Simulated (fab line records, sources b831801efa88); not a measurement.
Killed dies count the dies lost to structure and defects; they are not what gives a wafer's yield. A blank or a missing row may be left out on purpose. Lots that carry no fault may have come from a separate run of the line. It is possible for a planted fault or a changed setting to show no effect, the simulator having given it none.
fab line records	flow sky130
record: lots: 6	wafers: 18	lastDay: 50
route steps=708 shown POLY_GATE@236 LDD_N@237 PAD_OPEN@708
lots that met no fault: from a run of the same line without faults
startH: the number of hours between the record's first day and the start of the first shown wafer of the lot	waitH: hours since the lot's step before	" unchanged from the row above	L1.1+2: several wafers, shown together as one row	- no value, or no start was given	* or withheld: withheld	< > ~ a bound
route shown NAME@n: names a module that has steps shown in the file, with the first one's number in the route	usual: mean and standard deviation over wafers with no fault	same: alike in all rows	chamber/n: place in a boat	sites: readings site by site	_std_site: the values' standard deviation	_edge_site: mean of outer sites minus mean of inner sites	radiusMm: how far each site lies from the wafer's centre	mask NAME#n: copy n	behind: the most recent tool/chamber to have shaped the wafer	hold: cause of the lot's hold/its duration in hours/its outcome	device: the transistor (n, p or np) that didn't switch	end of line: the same wafers' tests at the end of the route	where a step has no rows: the recipe by itself	killed: count of dies lost to structure and defects at first sort (not the wafer's yield)	map: the dies of a wafer, with x for killed, . for not killed, _ for no die there
set.NAME: the run value of the setting; set.NAME@STEP: its run value at that earlier step	model.NAME: the simulator's own value behind a step, which no gauge read
certain route steps with their lots: each step a table, each wafer a row
services: a tool's chamber out of use, with start hour (startH, from the record's first day; less than 0 if before it), hours out, and reason
== steps ==
step: SKY_POLY_GATE_CD_MEAS_22
usual: cdNm: 150.2/2.1
lot.wafer	tool	chamber	startH	waitH	cdNm
L970.1	cdSem-02	-	444.92	0.1	149.7
L970.2	"	-	"	"	151.0
L970.4	"	-	"	"	151.1
L971.2	cdSem-02	-	455.37	0.1	153.8
L971.3	"	-	"	"	147.9
L971.5	"	-	"	"	152.3
L974.1	cdSem-01	-	479.63	0.1	152.1
L974.3	"	-	"	"	148.6
L974.6	"	-	"	"	146.7
L980.2	cdSem-01	-	533.31	0.1	148.4
L980.4	"	-	"	"	149.8
L980.6	"	-	"	"	149.1
L981.2	cdSem-01	-	539.46	0.1	148.2
L981.3	"	-	"	"	147.0
L981.5	"	-	"	"	147.7
L984.3	cdSem-02	-	564.28	0.1	152.3
L984.4	"	-	"	"	150.9
L984.6	"	-	"	"	150.1
step: SKY_LDD_N_DEHYDRATE_00
recipe: tempC: 200	timeS: 60
step: SKY_LDD_N_HMDS_01
recipe: primeTimeS: 60	primeTempC: 120
step: SKY_LDD_N_COAT_02
recipe: resist: NOVOLAK	spinRpm: 3000	resistThkNm: 300
step: SKY_LDD_N_SOFTBAKE_03
recipe: tempC: 90	timeS: 60	resist: NOVOLAK
step: SKY_LDD_N_EXPOSE_04
recipe: maskId: NTM	targetCdNm: 840	na: 0.6	sourceShape: conventional	sigmaOuter: 0.6	doseMj: 110
step: SKY_LDD_N_PEB_05
recipe: tempC: withheld	timeS: *	resist: NOVOLAK
step: SKY_LDD_N_DEVELOP_06
recipe: developTimeS: 60	devTempC: 23
step: SKY_LDD_N_OVL_MEAS_07
usual: LDD_N_OVL: -1.1/1.3
lot.wafer	tool	chamber	startH	waitH	LDD_N_OVL[nm]
L970.1	overlay-02	-	475.55	0.1	-0.4
L970.2	"	-	"	"	-0.2
L970.4	"	-	"	"	-0.1
L971.2	overlay-02	-	485.76	0.1	-0.2
L971.3	"	-	"	"	-0.4
L971.5	"	-	"	"	-0.1
L974.1	overlay-01	-	509.10	0.1	-0.1
L974.3	"	-	"	"	-2.2
L974.6	"	-	"	"	0.2
L980.2	overlay-01	-	562.81	0.1	-3.7
L980.4	"	-	"	"	-0.9
L980.6	"	-	"	"	-1.6
L981.2	overlay-02	-	568.97	0.1	-1.5
L981.3	"	-	"	"	-1.1
L981.5	"	-	"	"	-1.8
L984.3	overlay-01	-	594.49	0.1	0.4
L984.4	"	-	"	"	0.1
L984.6	"	-	"	"	1.7
step: SKY_LDD_N_IMPLANT_08
recipe: species: As	energyKev: 20	doseCm2: 7.5e+13	tiltDeg: withheld	rotationDeg: 23
step: SKY_LDD_N_IMPLANT_09
recipe: species: As	energyKev: 20	doseCm2: 7.5e+13	tiltDeg: withheld	rotationDeg: 113
step: SKY_LDD_N_IMPLANT_10
recipe: species: As	energyKev: 20	doseCm2: 7.5e+13	tiltDeg: withheld	rotationDeg: 203
step: SKY_LDD_N_IMPLANT_11
recipe: species: As	energyKev: 20	doseCm2: 7.5e+13	tiltDeg: withheld	rotationDeg: 293
usual: doseIonsCm2: 7.498e+13/8.6e+10	faradayCurrentUA: 421/8.6
lot.wafer	tool	chamber	startH	waitH	doseIonsCm2	faradayCurrentUA
L970.1	implanter-02	0	476.04	0.1	7.48e+13	432
L970.2	"	0	"	"	7.49e+13	415
L970.4	"	0	"	"	7.492e+13	422
L971.2	implanter-04	0	486.26	0.1	7.51e+13	436
L971.3	"	0	"	"	7.498e+13	416
L971.5	"	0	"	"	7.507e+13	416
L974.1	implanter-02	0	509.59	0.1	7.493e+13	416
L974.3	"	0	"	"	7.511e+13	411
L974.6	"	0	"	"	7.49e+13	401
L980.2	implanter-04	0	563.31	0.1	6.385e+13	367
L980.4	"	0	"	"	6.389e+13	356
L980.6	"	0	"	"	6.374e+13	368
L981.2	implanter-04	0	569.48	0.1	6.382e+13	359
L981.3	"	0	"	"	6.377e+13	349
L981.5	"	0	"	"	6.374e+13	368
L984.3	implanter-01	0	595.02	0.1	7.503e+13	415
L984.4	"	0	"	"	7.496e+13	413
L984.6	"	0	"	"	7.5e+13	423
step: SKY_LDD_N_IMPLANT_12
recipe: species: BF2	energyKev: 50	doseCm2: 5e+12	tiltDeg: 30	rotationDeg: 0
step: SKY_LDD_N_IMPLANT_13
recipe: species: BF2	energyKev: 50	doseCm2: 5e+12	tiltDeg: 30	rotationDeg: 90
step: SKY_LDD_N_IMPLANT_14
recipe: species: BF2	energyKev: 50	doseCm2: 5e+12	tiltDeg: 30	rotationDeg: 180
step: SKY_LDD_N_IMPLANT_15
recipe: species: BF2	energyKev: 50	doseCm2: 5e+12	tiltDeg: 30	rotationDeg: 270
step: SKY_LDD_N_STRIP_16
recipe: chemistry: O2/N2	powerW: 1400	pressureMtorr: 1500	platenTempC: withheld	o2FlowSccm: 3000	n2FlowSccm: 300	overashFraction: 0.4822
usual: drypumpMotorCurrentA: 5.7/0.32	oesProductAu: 0.407/0.005	stripTimeToEndpointS: 4.317/0.013
same: overashFraction: 0.4822
lot.wafer	tool	chamber	startH	waitH	drypumpMotorCurrentA	oesProductAu	rfHoursCounterH	stripTimeToEndpointS
L970.1	plasmaAsher-03	0	476.79	0.1	5.9	0.409	32	4.305
L970.2	"	1	"	"	5.3	0.417	32	4.317
L970.4	"	1	"	"	5.3	0.409	-	4.305
L971.2	plasmaAsher-02	0	486.99	0.1	5.3	0.415	4	4.316
L971.3	"	0	"	"	5.3	0.405	-	4.314
L971.5	"	1	"	"	5.4	0.403	-	4.317
L974.1	plasmaAsher-04	0	510.34	0.1	5.7	0.413	83	4.329
L974.3	"	0	"	"	5.7	0.408	-	4.321
L974.6	"	1	"	"	6.1	0.412	-	4.325
L980.2	plasmaAsher-04	1	564.04	0.1	6.2	0.413	89	4.276
L980.4	"	1	"	"	6.2	0.398	-	4.264
L980.6	"	1	"	"	6.1	0.413	-	4.281
L981.2	plasmaAsher-02	1	570.20	0.1	5.4	0.396	13	4.285
L981.3	"	0	"	"	5.3	0.403	-	4.286
L981.5	"	1	"	"	5.4	0.405	-	4.302
L984.3	plasmaAsher-04	0	595.75	0.1	5.7	0.405	-	4.298
L984.4	"	1	"	"	6.1	0.404	-	4.306
L984.6	"	1	"	"	6.1	0.408	-	4.330
step: SKY_LDD_N_TW_MEAS_17
usual: LDD_N_TW: 2586/26
lot.wafer	tool	chamber	startH	waitH	LDD_N_TW
L970.1	filmMetro-01	-	476.89	0.1	2612
L970.2	"	-	"	"	2603
L970.4	"	-	"	"	2604
L971.2	filmMetro-03	-	487.10	0.1	2535
L971.3	"	-	"	"	2551
L971.5	"	-	"	"	2542
L974.1	filmMetro-02	-	510.44	0.1	2586
L974.3	"	-	"	"	2589
L974.6	"	-	"	"	2589
L980.2	filmMetro-03	-	564.15	0.1	2526
L980.4	"	-	"	"	2525
L980.6	"	-	"	"	2510
L981.2	filmMetro-02	-	570.31	0.1	2570
L981.3	"	-	"	"	2565
L981.5	"	-	"	"	2571
L984.3	filmMetro-03	-	595.84	0.1	2541
L984.4	"	-	"	"	2554
L984.6	"	-	"	"	2559
step: SKY_PAD_OPEN_PROBE_99
usual: killed_at_M0_to_M3: 43/6.3	killed_at_M4_up: 3.1/1.9	killedAtContacts: 24/5.1	killedAtFrontEnd: 14/4.3	killedAtOther: 0.3/0.53	killedDies: 85/8.8	killedOnRim: 17/3.9	killedOpen: 46/7.1	killedShort: 38/5.9
same: grossDies: 492	killedAtBackSide: 0
lot.wafer	tool	chamber	startH	waitH	killed_at_M0_to_M3	killed_at_M4_up	killedAtContacts	killedAtFrontEnd	killedAtOther	killedDies	killedOnRim	killedOpen	killedShort	model.etest.tipN.rsOhmSq
L970.1	prober-01	-	1124.78	0.1	30	1	28	13	0	72	9	40	32	436.2
L970.2	prober-01	-	1124.83	0.1	43	5	38	18	0	104	26	61	43	438.5
L970.4	prober-01	-	1124.93	0.2	46	5	16	18	0	85	19	44	41	439.1
L971.2	prober-02	-	1127.59	0.1	35	5	28	13	0	81	11	40	40	439.3
L971.3	prober-02	-	1127.64	0.2	46	5	27	9	0	87	16	55	32	440.6
L971.5	prober-02	-	1127.74	0.2	44	4	35	24	0	107	22	67	40	439.2
L974.1	prober-01	-	1145.45	0.1	38	4	27	13	0	82	16	51	31	446.7
L974.3	prober-01	-	1145.55	0.2	46	2	23	10	0	81	10	40	41	442.6
L974.6	prober-01	-	1145.70	0.2	54	3	29	9	0	95	21	50	45	445.1
L980.2	prober-01	-	1179.37	0.1	41	3	15	16	1	76	10	39	37	451.6
L980.4	prober-01	-	1179.47	0.2	40	4	21	26	0	91	17	48	43	452.8
L980.6	prober-01	-	1179.57	0.2	38	5	21	18	0	82	12	43	39	449.9
L981.2	prober-02	-	1180.84	0.1	43	0	26	17	0	86	15	41	45	456.6
L981.3	prober-02	-	1180.89	0.2	31	3	19	17	0	70	17	35	35	458.4
L981.5	prober-02	-	1180.99	0.2	48	2	26	15	0	91	18	56	35	460.9
L984.3	prober-02	-	1193.03	0.2	45	3	21	17	0	86	16	54	32	435.3
L984.4	prober-02	-	1193.08	0.2	53	4	14	16	1	88	18	44	42	440.1
L984.6	prober-02	-	1193.18	0.2	40	4	23	19	3	89	17	50	39	440
killed by level:class
L970.1 LI_CONTACT:geometricParticle:open=9 CONTACT:geometricParticle:open=8 LOCAL_INTERCONNECT:geometricParticle:short=7 VIA1:geometricParticle:open=6 METAL2:geometricParticle:short=4 FIELD_ISO:geometricParticle:open=4 VIA3:geometricParticle:short=4 VIA3:geometricParticle:open=4
L970.2 CONTACT:geometricParticle:open=15 LI_CONTACT:geometricParticle:open=11 VIA2:geometricParticle:open=10 VIA1:geometricParticle:open=9 POLY_GATE:geometricParticle:open=6 VIA2:geometricParticle:short=6 FIELD_ISO:geometricParticle:short=5 CONTACT:geometricParticle:short=5
L970.4 VIA1:geometricParticle:open=15 VIA3:geometricParticle:open=6 VIA1:geometricParticle:short=6 POLY_GATE:geometricParticle:short=5 POLY_GATE:geometricParticle:open=5 CONTACT:geometricParticle:open=5 METAL2:geometricParticle:short=5 FIELD_ISO:geometricParticle:open=4
L971.2 VIA1:geometricParticle:open=10 CONTACT:geometricParticle:open=7 CONTACT:geometricParticle:short=7 LOCAL_INTERCONNECT:geometricParticle:short=6 LI_CONTACT:geometricParticle:open=5 VIA3:geometricParticle:open=5 FIELD_ISO:geometricParticle:short=4 POLY_GATE:geometricParticle:short=3
L971.3 VIA1:geometricParticle:open=17 LI_CONTACT:geometricParticle:open=10 VIA3:geometricParticle:open=8 CONTACT:geometricParticle:open=8 CONTACT:geometricParticle:short=5 METAL1:geometricParticle:short=5 METAL4:geometricParticle:short=4 FIELD_ISO:geometricParticle:open=3
L971.5 CONTACT:geometricParticle:open=13 VIA1:geometricParticle:open=12 LI_CONTACT:geometricParticle:open=10 FIELD_ISO:geometricParticle:open=8 CONTACT:geometricParticle:short=6 VIA2:geometricParticle:open=6 VIA3:geometricParticle:open=5 FIELD_ISO:geometricParticle:short=4
L974.1 CONTACT:geometricParticle:open=11 VIA2:geometricParticle:open=9 VIA1:geometricParticle:open=8 LI_CONTACT:geometricParticle:open=5 CONTACT:geometricParticle:short=5 POLY_GATE:geometricParticle:short=4 LOCAL_INTERCONNECT:geometricParticle:open=4 METAL1:geometricParticle:short=4
L974.3 VIA1:geometricParticle:open=13 VIA1:geometricParticle:short=8 LI_CONTACT:geometricParticle:open=6 LOCAL_INTERCONNECT:geometricParticle:short=6 CONTACT:geometricParticle:short=5 METAL1:geometricParticle:short=5 VIA2:geometricParticle:open=5 CONTACT:geometricParticle:open=4
L974.6 VIA1:geometricParticle:open=12 LI_CONTACT:geometricParticle:open=10 CONTACT:geometricParticle:open=10 METAL2:geometricParticle:short=8 METAL1:geometricParticle:short=7 VIA1:geometricParticle:short=6 VIA2:geometricParticle:open=6 CONTACT:geometricParticle:short=5
L980.2 VIA1:geometricParticle:open=13 CONTACT:geometricParticle:open=8 VIA2:geometricParticle:short=6 POLY_GATE:geometricParticle:short=5 METAL2:geometricParticle:short=5 VIA2:geometricParticle:open=5 SPACER:geometricParticle:short=3 CONTACT:geometricParticle:short=3
L980.4 FIELD_ISO:geometricParticle:open=9 VIA1:geometricParticle:open=9 CONTACT:geometricParticle:open=7 LI_CONTACT:geometricParticle:open=6 METAL1:geometricParticle:short=6 VIA1:geometricParticle:short=6 FIELD_ISO:geometricParticle:short=4 POLY_GATE:geometricParticle:short=4
L980.6 VIA1:geometricParticle:open=8 METAL2:geometricParticle:short=8 LI_CONTACT:geometricParticle:open=7 CONTACT:geometricParticle:open=7 METAL1:geometricParticle:short=6 FIELD_ISO:geometricParticle:short=4 POLY_GATE:geometricParticle:open=4 POLY_GATE:geometricParticle:short=4
L981.2 METAL1:geometricParticle:short=12 CONTACT:geometricParticle:open=10 FIELD_ISO:geometricParticle:short=8 LOCAL_INTERCONNECT:geometricParticle:short=6 VIA1:geometricParticle:open=6 VIA2:geometricParticle:open=6 LI_CONTACT:geometricParticle:open=5 VIA2:geometricParticle:short=5
L981.3 CONTACT:geometricParticle:short=8 VIA1:geometricParticle:open=7 CONTACT:geometricParticle:open=7 FIELD_ISO:geometricParticle:open=6 VIA3:geometricParticle:open=5 FIELD_ISO:geometricParticle:short=4 METAL1:geometricParticle:short=4 POLY_GATE:geometricParticle:short=3
L981.5 VIA1:geometricParticle:open=12 CONTACT:geometricParticle:open=11 VIA2:geometricParticle:open=9 VIA3:geometricParticle:open=7 VIA2:geometricParticle:short=6 FIELD_ISO:geometricParticle:open=4 LI_CONTACT:geometricParticle:short=4 LI_CONTACT:geometricParticle:open=4
L984.3 VIA1:geometricParticle:open=15 CONTACT:geometricParticle:open=7 VIA2:geometricParticle:open=7 LI_CONTACT:geometricParticle:open=6 VIA1:geometricParticle:short=6 VIA3:geometricParticle:open=6 POLY_GATE:geometricParticle:open=5 CONTACT:geometricParticle:short=4
L984.4 VIA1:geometricParticle:open=10 METAL1:geometricParticle:short=10 VIA2:geometricParticle:open=9 POLY_GATE:geometricParticle:open=6 CONTACT:geometricParticle:short=4 VIA3:geometricParticle:open=4 LI_CONTACT:geometricParticle:open=4 CONTACT:geometricParticle:open=4
L984.6 VIA1:geometricParticle:open=17 FIELD_ISO:geometricParticle:short=8 CONTACT:geometricParticle:open=8 METAL2:geometricParticle:short=5 POLY_GATE:geometricParticle:open=4 LI_CONTACT:geometricParticle:open=4 LOCAL_INTERCONNECT:geometricParticle:short=4 CONTACT:geometricParticle:short=4
== services ==
tool	chamber	startH	hours	kind
plasmaAsher-02	-	473.37	13.3	repair
implanter-01	-	496.88	1.6	repair
plasmaAsher-03	-	507.42	0.3	repair
plasmaAsher-03	-	513.41	12.9	pm
implanter-04	-	530.05	2.7	repair
implanter-01	-	551.96	1.8	repair
plasmaAsher-03	-	557.55	2.8	pm
implanter-02	-	567.75	4.8	repair
plasmaAsher-03	-	572.22	1.7	repair
== key ==
firstSign: step: SKY_LDD_N_IMPLANT_11	reading: doseIonsCm2	direction: down	sigmas: 99+	usual: *	struck: *
effect: step: SKY_LDD_N_IMPLANT_11	reading: faradayCurrentUA	direction: down	sigmas: 7	usual: 421	struck: 361
effect: step: SKY_LDD_N_STRIP_16	reading: stripTimeToEndpointS	direction: down	sigmas: 2.7	usual: *	struck: *
modelEffect: step: SKY_PAD_OPEN_PROBE_99	value: etest.tipN.rsOhmSq	without: 444.4	struck: 455
metAt SKY_LDD_N_IMPLANT_11
struckWafers L980.2,L980.4,L980.6,L981.2,L981.3,L981.5
testerLeftOut L980,L981
onsetBetween 486.26 563.31
fault: kind: processParameterDrift	tool: implanter-04	chamber: -	onsetH: 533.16	steps: SKY_LDD_N_IMPLANT_11	channel: doseCm2	offset: *	shape: step	endH: 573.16	actsIn: *	stated: *
testerLeftOut: of these lots the tester's yield and bins aren't shown, on N5 and GAA mostly nor the transistor test; their killed dies are dies lost to structure and defects alone, not to doping, threshold or leakage, so they don't give the yield
